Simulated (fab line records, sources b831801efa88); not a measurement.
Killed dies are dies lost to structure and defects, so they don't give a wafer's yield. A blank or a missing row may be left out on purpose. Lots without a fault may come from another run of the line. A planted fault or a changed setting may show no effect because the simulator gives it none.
Problem report in the 8D (eight disciplines) form, filled by code | flow gf180mcu | the parts of the form that need people (team, actions taken, sign-off) are left out

1. THE PROBLEM
exposure_dose_mJ_cm2 at GF_VT_IMPLANT_EXPOSE_04 reads a mean of 137.47 on 6 wafers of 2 lots; wafers without a fault read 139.99 with a standard deviation of 0.14. That is -18 standard deviations from the usual mean.
The step: exposes mask LVPWELL LV AREA, target cd 600 nm.
First seen on wafer L803.2, day 9 08:22, on iline_stepper-01. The record holds 39 wafers of 13 lots with a number at this step. Rule for "out", or "out of limits": more than 4 standard deviations from the usual mean. The other wafers with a number count as sound.

2. WHAT IT IS AND WHAT IT IS NOT
question                    | is                     | is not
which readings at this step | exposure_dose_mJ_cm2   | -
which lots                  | L803, L804             | L789, L790, L792, L793, L795, L798, L801, L807, L808, L809, L810
which wafers of those lots  | all that have a number | -
read on which tools         | iline_stepper-01       | iline_stepper-02
when                        | from day 9 08:22       | up to then (21 sound wafers); but 12 sound wafers of L807, L808, L809, L810 came after

3. SUSPECTS, AND WHAT RULES EACH OUT
Counting: a tool at a process step up to the reading stays a suspect if it ran every lot that is out and no sound lot after the first of them.
- iline_stepper-01 at GF_VT_IMPLANT_EXPOSE_04 (exposes mask LVPWELL LV AREA, target cd 600 nm): kept. It ran every lot that is out, first L803 (day 9 08:22), and no sound lot after that; its last sound lot up to then is L798 (day 7 23:56). Its own readings are out on those wafers: exposure_dose_mJ_cm2.
Left after counting: iline_stepper-01 at GF_VT_IMPLANT_EXPOSE_04.

4. THE CAUSE (what the simulator had put in)
Process parameter drift: iline_stepper-01, from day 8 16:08 on, at GF_VT_IMPLANT_EXPOSE_04. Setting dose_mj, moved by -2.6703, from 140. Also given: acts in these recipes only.
Counting left only this tool.

5. THE CHAIN OF EFFECTS, in route order
Each row: a reading whose mean over the struck wafers that have a number lies more than 3 standard deviations from the usual. Only readings for which the record gives a usual standard deviation are gone through. hours: the time from each lot's start at the first step in this table that gives one to its start at this step, as a median over the lots. sigmas: the change in usual standard deviations.
hours | step                    | reading              | usual  | on struck wafers | change | sigmas
0     | GF_VT_IMPLANT_EXPOSE_04 | exposure_dose_mJ_cm2 | 139.99 | 137.47           | -2.53  | -18
The process steps in it:
- GF_VT_IMPLANT_EXPOSE_04: exposes mask LVPWELL LV AREA, target cd 600 nm.
Later measuring or inspecting steps at which every struck wafer that the step has a row for has a number for every such reading, and none has moved that far: GF_V3_BOW_MEAS_05.

6. WHAT WOULD HAVE CAUGHT IT SOONER
In this record the first reading out of limits was taken at day 9 08:22, 16 hours after the fault began at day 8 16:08.
